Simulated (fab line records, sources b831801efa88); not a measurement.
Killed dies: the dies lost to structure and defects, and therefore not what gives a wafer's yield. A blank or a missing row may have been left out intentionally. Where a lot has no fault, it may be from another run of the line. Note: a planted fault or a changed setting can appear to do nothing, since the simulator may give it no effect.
fab line records | flow sky130 | part 1 of 2: steps 1 to 27 of 28
record: lots: 6 wafers: 18 lastDay: 49
route steps=708 shown VIA2@527 METAL3@532 CAPM@537 PAD_OPEN@708
lots untouched by any fault: they come from a run of this same line in which no faults occurred
startH: hours from the record's first day to the start of the lot's first wafer shown | waitH: hours from the lot's prior step to this one | " identical to the entry in the row above | L1.1+2: several wafers, shown together as one row | - either no value or no given start | * or withheld: withheld | < > ~ a bound
route shown NAME@n: names a module that has steps shown in the file, with the first one's number in the route | usual: mean and standard deviation over wafers with no fault | same: alike in all rows | chamber/n: place in a boat | sites: each site's reading | _std_site: standard deviation across them | _edge_site: outer sites' mean less inner sites' | radiusMm: how far each site lies from the wafer's centre | mask NAME#n: copy n | behind: the most recent tool/chamber to have shaped the wafer | hold: what put the lot on hold/how long, in hours/how the hold closed | device: names the non-switching transistor (n, p or np) | end of line: at the end of the route, the tests of the same wafers | a step given without rows: its recipe and nothing more | killed: dies lost to structure and defects at the first sort, not the wafer's yield | map: shows each die of a wafer: x if killed, . if not, _ if none is there
set.NAME: the setting that was run; set.NAME@STEP: the one run at that earlier step | model.NAME: the simulator's own value behind a step, which no gauge read
certain route steps with their lots: each step a table, each wafer a row
services: the hour from which a tool's chamber was out of use, counted from the record's first day as startH (under 0 if before that day), plus the number of hours and why
== steps ==
step: SKY_VIA2_SPUTTER_20
recipe: material: TiN targetThkNm: 20 chamberPressurePa: 5 powerW: 4000 timeS: 80
step: SKY_VIA2_CVD_21
recipe: material: W targetThkNm: 420 timeS: 126.4 tempC: 400 pressureTorr: 40
usual: heaterPowerW: 859/41
columns lot.wafer tool chamber startH waitH heaterPowerW
L756.3 cvdW-01 0 846.52 0.1 794
L756.4 " 1 " " 850
L756.6 " 0 " " 776
L763.4 cvdW-01 1 905.97 0.1 863
L763.5 " 0 " " 813
L763.6 " 1 " " 865
L765.1 cvdW-01 1 915.68 0.0 846
L765.2 " 0 " " 816
L765.3 " 1 " " 845
L769.1 cvdW-01 0 944.70 0.0 811
L769.4 " 1 " " 852
L769.6 " 1 " " 840
L773.1 cvdW-01 1 974.19 0.0 863
L773.2 " 0 " " 807
L773.5 " 0 " " 802
L776.2 cvdW-02 1 994.45 0.0 897
L776.4 " 1 " " 896
L776.6 " 0 " " 898
step: SKY_VIA2_RS_MEAS_22
recipe: thkMeasGauge: four-point-probe reads: W_of_VIA2_CVD_21+TiN_of_VIA2_SPUTTER_20
usual: VIA2_W_RS: 0.272/0.0031
columns lot.wafer tool chamber startH waitH VIA2_W_RS[ohm/sq]
L756.3 filmMetro-01 - 846.65 0.1 0.276
L756.4 " - " " 0.276
L756.6 " - " " 0.276
L763.4 filmMetro-02 - 906.12 0.1 0.273
L763.5 " - " " 0.269
L763.6 " - " " 0.272
L765.1 filmMetro-04 - 915.81 0.1 0.272
L765.2 " - " " 0.271
L765.3 " - " " 0.275
L769.1 filmMetro-01 - 944.83 0.1 0.271
L769.4 " - " " 0.271
L769.6 " - " " 0.269
L773.1 filmMetro-04 - 974.32 0.1 0.272
L773.2 " - " " 0.268
L773.5 " - " " 0.267
L776.2 filmMetro-01 - 994.60 0.1 0.278
L776.4 " - " " 0.274
L776.6 " - " " 0.272
step: SKY_VIA2_THK_MEAS_23
recipe: thkMeasGauge: xrf reads: W_of_VIA2_CVD_21
usual: VIA2_W_THK: 426/8.6
columns lot.wafer tool chamber startH waitH VIA2_W_THK[nm]
L756.3 filmMetro-01 - 846.75 0.1 411
L756.4 " - " " 413
L756.6 " - " " 409
L763.4 filmMetro-02 - 906.21 0.1 431
L763.5 " - " " 441
L763.6 " - " " 436
L765.1 filmMetro-04 - 915.93 0.1 422
L765.2 " - " " 424
L765.3 " - " " 422
L769.1 filmMetro-01 - 944.95 0.1 425
L769.4 " - " " 421
L769.6 " - " " 423
L773.1 filmMetro-04 - 974.44 0.1 429
L773.2 " - " " 437
L773.5 " - " " 438
L776.2 filmMetro-01 - 994.71 0.1 411
L776.4 " - " " 416
L776.6 " - " " 418
step: SKY_VIA2_CMP_24
recipe: stopOn: SiO2 tOverpolishS: 20 downForcePsi: 3.5 platenRpm: 60 targetThkNm: 0 padVelocityMS: 0.94248
usual: headPressurePsi: 3.501/0.0078 motorCurrentA: 11.9/1.2 overpolishRunS: 20.001/0.0095 timeToEndpointS: 102/4.1
same: tOverpolishS: 20
columns lot.wafer tool chamber startH waitH headPressurePsi motorCurrentA overpolishRunS timeToEndpointS
L756.4 cmp-01 0 846.89 0.1 3.516 12.6 19.999 105
L756.3 " 1 " " 3.495 14.3 20.004 97
L756.6 " 3 " " 3.509 9.8 20.000 99
L763.4 cmp-02 1 906.29 0.1 3.510 10.7 20.004 99
L763.6 " 0 " " 3.500 11.2 20.005 100
L763.5 " 1 " " 3.496 10.4 20.009 101
L765.3 cmp-02 3 918.45 2.5 3.509 12.6 20.004 98
L765.2 " 0 " " 3.492 11.3 20.011 103
L765.1 " 2 " " 3.490 12.3 19.987 104
L769.4 cmp-01 2 945.11 0.1 3.516 10.7 20.012 99
L769.1 " 3 " " 3.501 10.1 20.014 103
L769.6 " 1 " " 3.486 14.2 20.008 101
L773.1 cmp-02 2 974.70 0.3 3.498 11.6 20.011 104
L773.2 " 3 " " 3.494 12.9 19.992 106
L773.5 " 1 " " 3.511 10.9 19.997 101
L776.4 cmp-01 2 994.81 0.1 3.508 11.6 20.017 96
L776.2 " 3 " " 3.498 10.2 20.009 99
L776.6 " 1 " " 3.501 14.5 20.000 98
step: SKY_METAL3_SPUTTER_00
recipe: material: Ti targetThkNm: 15 powerW: 3000 timeS: 10 chamberPressurePa: 0.4
step: SKY_METAL3_SPUTTER_01
recipe: material: TiN targetThkNm: 20 powerW: 6500 timeS: 16.7 chamberPressurePa: 0.4
step: SKY_METAL3_SPUTTER_02
recipe: material: AlCu targetThkNm: 735 powerW: 10600 timeS: 39.1 chamberPressurePa: 0.4
usual: cathodeDcPowerW: 10600/1.8 throttleValvePct: 30.1/1.2
columns lot.wafer tool chamber startH waitH cathodeDcPowerW throttleValvePct
L756.3 pvdSputter-01 - 847.14 0.0 10600 30.8
L756.4 " - " " 10604 30.6
L756.6 " - " " 10601 30.5
L763.4 pvdSputter-02 - 906.58 0.0 10602 30.4
L763.5 " - " " 10597 31.4
L763.6 " - " " 10600 29.7
L765.1 pvdSputter-04 - 918.80 0.0 10599 29.5
L765.2 " - " " 10598 29.4
L765.3 " - " " 10599 32.5
L769.1 pvdSputter-02 - 945.35 0.0 10598 30.5
L769.4 " - " " 10601 28.1
L769.6 " - " " 10602 30.0
L773.1 pvdSputter-02 - 974.95 0.0 10601 29.8
L773.2 " - " " 10599 27.9
L773.5 " - " " 10599 30.1
L776.2 pvdSputter-02 - 995.11 0.0 10599 30.2
L776.4 " - " " 10598 30.0
L776.6 " - " " 10604 29.7
step: SKY_METAL3_SPUTTER_03
recipe: material: Ti targetThkNm: 5 powerW: 3000 timeS: 3.3 chamberPressurePa: 0.4
step: SKY_METAL3_SPUTTER_04
recipe: material: TiN targetThkNm: 70 powerW: 6500 timeS: 58.3 chamberPressurePa: 0.4
step: SKY_CAPM_CVD_00
recipe: material: SiO2 targetThkNm: 15.5 tempC: 400 timeS: withheld rfW: 450
usual: heaterPowerW: 774/140
columns lot.wafer tool chamber startH waitH heaterPowerW
L756.3 pecvd-04 0 847.24 0.0 978
L756.4 " 0 " " 969
L756.6 " 2 " " 1010
L763.4 pecvd-01 1 906.70 0.0 612
L763.5 " 2 " " 922
L763.6 " 0 " " 653
L765.1 pecvd-03 1 918.90 0.0 947
L765.2 " 2 " " 738
L765.3 " 0 " " 718
L769.1 pecvd-04 0 945.46 0.0 1022
L769.4 " 1 " " 618
L769.6 " 0 " " 967
L773.1 pecvd-01 1 975.06 0.0 612
L773.2 " 0 " " 663
L773.5 " 2 " " 882
L776.2 pecvd-03 2 995.21 0.0 649
L776.4 " 0 " " 687
L776.6 " 1 " " 981
step: SKY_CAPM_THK_MEAS_01
recipe: reads: SiO2_of_CAPM_CVD_00
usual: CAPM_CVD_00_THK: 15.62/0.24
columns lot.wafer tool chamber startH waitH CAPM_CVD_00_THK[nm]
L756.3 filmMetro-03 - 847.28 - 15.42
L756.4 " - " " 15.93
L756.6 " - " " 15.67
L763.4 filmMetro-01 - 906.74 - 15.75
L763.5 " - " " 15.69
L763.6 " - " " 15.40
L765.1 filmMetro-02 - 918.92 - 15.43
L765.2 " - " " 15.39
L765.3 " - " " 15.26
L769.1 filmMetro-02 - 945.48 - 15.38
L769.4 " - " " 15.73
L769.6 " - " " 15.68
L773.1 filmMetro-01 - 975.08 - 15.65
L773.2 " - " " 15.47
L773.5 " - " " 15.84
L776.2 filmMetro-02 - 995.24 - 15.37
L776.4 " - " " 15.97
L776.6 " - " " 15.34
step: SKY_CAPM_SPUTTER_02
recipe: material: TiN targetThkNm: 200 tempC: 300 powerW: 6755 timeS: 166.7 chamberPressurePa: 0.4
usual: cathodeDcPowerW: 6754.8/1.3 throttleValvePct: 30.1/1.3
columns lot.wafer tool chamber startH waitH cathodeDcPowerW throttleValvePct model.TiN_of_CAPM_SPUTTER_02.thkNm
L756.3 pvdSputter-03 - 847.32 0.0 6755.9 31.5 207.2
L756.4 " - " " 6757.2 29.2 206.6
L756.6 " - " " 6756.4 30.2 208.6
L763.4 pvdSputter-01 - 906.83 0.1 6756.3 30.7 204.1
L763.5 " - " " 6755.7 31.0 204.3
L763.6 " - " " 6753.1 30.7 206.7
L765.1 pvdSputter-03 - 918.98 0.1 6756.0 29.4 259.2
L765.2 " - " " 6756.3 30.2 209.6
L765.3 " - " " 6753.9 27.3 210.1
L769.1 pvdSputter-03 - 945.54 0.1 6756.0 29.3 258.6
L769.4 " - " " 6756.1 31.3 204.3
L769.6 " - " " 6753.4 27.3 208.7
L773.1 pvdSputter-01 - 975.14 0.1 6752.9 30.8 212.8
L773.2 " - " " 6752.7 30.4 212.5
L773.5 " - " " 6757.4 31.3 212.2
L776.2 pvdSputter-04 - 995.29 0.0 6755.1 29.7 206.9
L776.4 " - " " 6754.1 32.2 206.5
L776.6 " - " " 6754.5 32.3 206.9
step: SKY_CAPM_RS_MEAS_03
recipe: thkMeasGauge: four-point-probe reads: TiN_of_CAPM_SPUTTER_02
usual: CAPM_TIN_RS: 6.66/0.077
columns lot.wafer tool chamber startH waitH CAPM_TIN_RS[ohm/sq]
L756.3 filmMetro-02 - 847.47 0.1 6.68
L756.4 " - " " 6.71
L756.6 " - " " 6.63
L763.4 filmMetro-02 - 906.94 0.1 6.77
L763.5 " - " " 6.78
L763.6 " - " " 6.69
L765.1 filmMetro-03 - 919.09 0.1 5.30
L765.2 " - " " 6.59
L765.3 " - " " 6.57
L769.1 filmMetro-01 - 945.65 0.1 5.33
L769.4 " - " " 6.79
L769.6 " - " " 6.64
L773.1 filmMetro-03 - 975.25 0.1 6.50
L773.2 " - " " 6.52
L773.5 " - " " 6.51
L776.2 filmMetro-02 - 995.42 0.1 6.68
L776.4 " - " " 6.71
L776.6 " - " " 6.69
step: SKY_CAPM_THK_MEAS_04
recipe: thkMeasGauge: xrf reads: TiN_of_CAPM_SPUTTER_02
usual: CAPM_TIN_THK: 205.2/2.2
columns lot.wafer tool chamber startH waitH CAPM_TIN_THK[nm]
L756.3 filmMetro-02 - 847.57 0.1 205.8
L756.4 " - " " 203.9
L756.6 " - " " 206.0
L763.4 filmMetro-02 - 907.03 0.1 203.0
L763.5 " - " " 202.8
L763.6 " - " " 205.2
L765.1 filmMetro-03 - 919.21 0.1 257.1
L765.2 " - " " 206.9
L765.3 " - " " 208.2
L769.1 filmMetro-01 - 945.77 0.1 256.0
L769.4 " - " " 202.3
L769.6 " - " " 206.9
L773.1 filmMetro-03 - 975.37 0.1 209.6
L773.2 " - " " 210.2
L773.5 " - " " 209.2
L776.2 filmMetro-02 - 995.53 0.1 204.1
L776.4 " - " " 203.9
L776.6 " - " " 204.0
step: SKY_CAPM_DEHYDRATE_05
recipe: tempC: 200 timeS: 60
step: SKY_CAPM_HMDS_06
recipe: primeTimeS: 60 primeTempC: 120
step: SKY_CAPM_COAT_07
recipe: resist: NOVOLAK spinRpm: 3000 resistThkNm: 1140
step: SKY_CAPM_SOFTBAKE_08
recipe: tempC: 90 timeS: 60 resist: NOVOLAK
step: SKY_CAPM_EXPOSE_09
recipe: maskId: CAPM na: 0.6 sourceShape: conventional sigmaOuter: 0.6 polarization: unpolarized targetCdNm: 1000 doseMj: 159
step: SKY_CAPM_PEB_10
recipe: tempC: withheld timeS: * resist: NOVOLAK
step: SKY_CAPM_DEVELOP_11
recipe: resist: NOVOLAK developer: TMAH developTimeS: 60 devTempC: 23
step: SKY_CAPM_OVL_MEAS_12
usual: CAPM_OVL: 0.4/1.2
columns lot.wafer tool chamber startH waitH CAPM_OVL[nm]
L756.3 overlay-02 - 872.94 0.1 1.0
L756.4 " - " " 0.8
L756.6 " - " " 1.5
L763.4 overlay-02 - 931.19 0.1 0.2
L763.5 " - " " 0.8
L763.6 " - " " -0.5
L765.1 overlay-02 - 943.12 0.1 0.6
L765.2 " - " " 1.3
L765.3 " - " " -0.2
L769.1 overlay-02 - 969.58 0.1 0.6
L769.4 " - " " 2.7
L769.6 " - " " 2.2
L773.1 overlay-01 - 998.33 0.1 0.3
L773.2 " - " " 0.9
L773.5 " - " " 0.2
L776.2 overlay-02 - 1018.23 0.1 0.2
L776.4 " - " " 0.7
L776.6 " - " " -0.6
step: SKY_CAPM_METAL_ETCH_13
recipe: targetDepthNm: 220 stopOn: SiO2 chemistry: Cl2/BCl3 target: TiN pressureMtorr: 10 icpW: 900 biasW: 48.5 Cl2_flow_sccm: 60 bcl3FlowSccm: 30 timeS: 62.9
usual: drypumpMotorCurrentA: 5.42/0.3 oesProductAu: 0.963/0.0078 throttleValvePct: 21.890/0.0089
columns lot.wafer tool chamber startH waitH drypumpMotorCurrentA oesProductAu rfHoursCounterH throttleValvePct
L756.3 rieMetal-02 1 872.99 0.0 5.77 0.958 - 21.891
L756.4 " 0 " " 5.07 0.954 - 21.894
L756.6 " 1 " " 5.77 0.970 - 21.889
L763.4 rieMetal-03 1 931.24 0.0 4.96 0.953 - 21.890
L763.5 " 0 " " 5.56 0.952 - 21.901
L763.6 " 1 " " 4.92 0.958 - 21.891
L765.1 rieMetal-02 0 943.15 0.0 5.09 1.001 5 21.856
L765.2 " 1 " " 5.75 0.972 8 21.885
L765.3 " 0 " " 5.09 0.964 - 21.890
L769.1 rieMetal-03 0 969.62 0.0 5.58 1.009 9 21.863
L769.4 " 0 " " 5.57 0.952 - 21.907
L769.6 " 1 " " 4.96 0.967 - 21.888
L773.1 rieMetal-04 0 998.37 0.0 5.71 0.972 2 21.890
L773.2 " 1 " " 5.47 0.974 14 21.888
L773.5 " 1 " " 5.49 0.972 - 21.888
L776.2 rieMetal-02 0 1018.26 0.0 5.09 0.967 10 21.892
L776.4 " 1 " " 5.73 0.959 - 21.875
L776.6 " 0 " " 5.11 0.966 - 21.902
step: SKY_CAPM_STRIP_14
recipe: chemistry: O2/N2 powerW: 1400 pressureMtorr: 1500 platenTempC: withheld o2FlowSccm: 3000 n2FlowSccm: 300 overashFraction: 0.5
usual: drypumpMotorCurrentA: 5.6/0.38 oesProductAu: 0.710/0.0048 stripTimeToEndpointS: 12.66/0.041
columns lot.wafer tool chamber startH waitH drypumpMotorCurrentA oesProductAu rfHoursCounterH stripTimeToEndpointS
L756.3 plasmaAsher-01 1 873.07 0.1 5.6 0.714 - 12.71
L756.4 " 0 " " 5.1 0.715 - 12.68
L756.6 " 1 " " 5.6 0.721 - 12.72
L763.4 plasmaAsher-02 0 931.32 0.1 6.4 0.715 - 12.67
L763.5 " 0 " " 6.4 0.714 - 12.61
L763.6 " 1 " " 5.8 0.709 - 12.64
L765.1 plasmaAsher-04 0 943.23 0.1 5.4 0.704 53 12.66
L765.2 " 1 " " 5.8 0.708 53 12.72
L765.3 " 0 " " 5.4 0.711 - 12.71
L769.1 plasmaAsher-04 1 969.70 0.1 5.8 0.706 57 12.63
L769.4 " 0 " " 5.4 0.711 - 12.62
L769.6 " 0 " " 5.4 0.704 - 12.69
L773.1 plasmaAsher-01 0 998.45 0.1 5.1 0.706 88 12.62
L773.2 " 1 " " 5.6 0.715 88 12.62
L773.5 " 1 " " 5.7 0.713 - 12.66
L776.2 plasmaAsher-01 0 1018.34 0.1 5.0 0.703 91 12.68
L776.4 " 0 " " 5.1 0.707 - 12.70
L776.6 " 1 " " 5.7 0.707 - 12.68
step: SKY_CAPM_STRIP_15
recipe: chemistry: postEtchResidueRemover timeS: 1200 tempC: 72.5
usual: bathHeatDutyPct: 14.8/1.8
columns lot.wafer tool chamber startH waitH bathHeatDutyPct model.TiN_of_CAPM_SPUTTER_02.thkNm
L756.3 wetBench-02 3 873.14 0.0 17.4 206.8
L756.4 " 3 " " 19.3 206.2
L756.6 " 3 " " 17.1 208.2
L763.4 wetBench-02 0 931.39 0.0 15.7 203.7
L763.5 " 0 " " 15.0 203.9
L763.6 " 0 " " 14.9 206.3
L765.1 wetBench-03 1 943.33 0.1 14.0 258.8
L765.2 " 1 " " 14.1 209.2
L765.3 " 1 " " 14.8 209.7
L769.1 wetBench-04 3 969.80 0.1 14.0 258.1
L769.4 " 3 " " 15.0 203.9
L769.6 " 3 " " 14.2 208.3
L773.1 wetBench-02 3 998.55 0.1 18.5 212.4
L773.2 " 3 " " 19.3 212.1
L773.5 " 3 " " 19.5 211.8
L776.2 wetBench-02 0 1018.44 0.1 15.2 206.5
L776.4 " 0 " " 14.8 206.1
L776.6 " 0 " " 15.9 206.5
step: SKY_CAPM_CLEAN_16
recipe: chemistry: IPA timeS: 180 tempC: 25
== key ==
firstSign: step: SKY_CAPM_RS_MEAS_03 reading: CAPM_TIN_RS direction: down sigmas: 17 usual: 6.66 struck: 5.32
effect: step: SKY_CAPM_THK_MEAS_04 reading: CAPM_TIN_THK direction: up sigmas: 24 usual: 205.2 struck: 256.5
effect: step: SKY_CAPM_METAL_ETCH_13 reading: oesProductAu direction: up sigmas: 5.4 usual: 0.963 struck: 1.005
effect: step: SKY_PAD_OPEN_PROBE_99 reading: killedAtOther direction: up sigmas: 99+ usual: 0.2 struck: 406
modelEffect: step: SKY_CAPM_SPUTTER_02 value: TiN_of_CAPM_SPUTTER_02.thkNm without: 205.1 struck: 258.9
modelEffect: step: SKY_CAPM_STRIP_15 value: TiN_of_CAPM_SPUTTER_02.thkNm without: 204.7 struck: 258.5
moreKillsBornAt: SKY_CAPM_METAL_ETCH_13@rieMetal-03: 408 SKY_CAPM_METAL_ETCH_13@rieMetal-02: 404
metAt SKY_CAPM_SPUTTER_02
struckWafers L765.1,L769.1
laterRowsLeftOut L765.1,L769.1
onsetBetween 847.32 918.98
fault: kind: processParameterDrift tool: pvdSputter-03 chamber: - onsetH: 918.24 steps: SKY_CAPM_SPUTTER_02 channel: targetThkNm offset: 51.703 shape: step endH: 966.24 actsIn: theseRecipesOnly stated: 200 scope: struckWafersOnly
laterRowsLeftOut: the simulator's readings of these wafers behind a module that went badly wrong aren't trusted and aren't shown, but for the sort
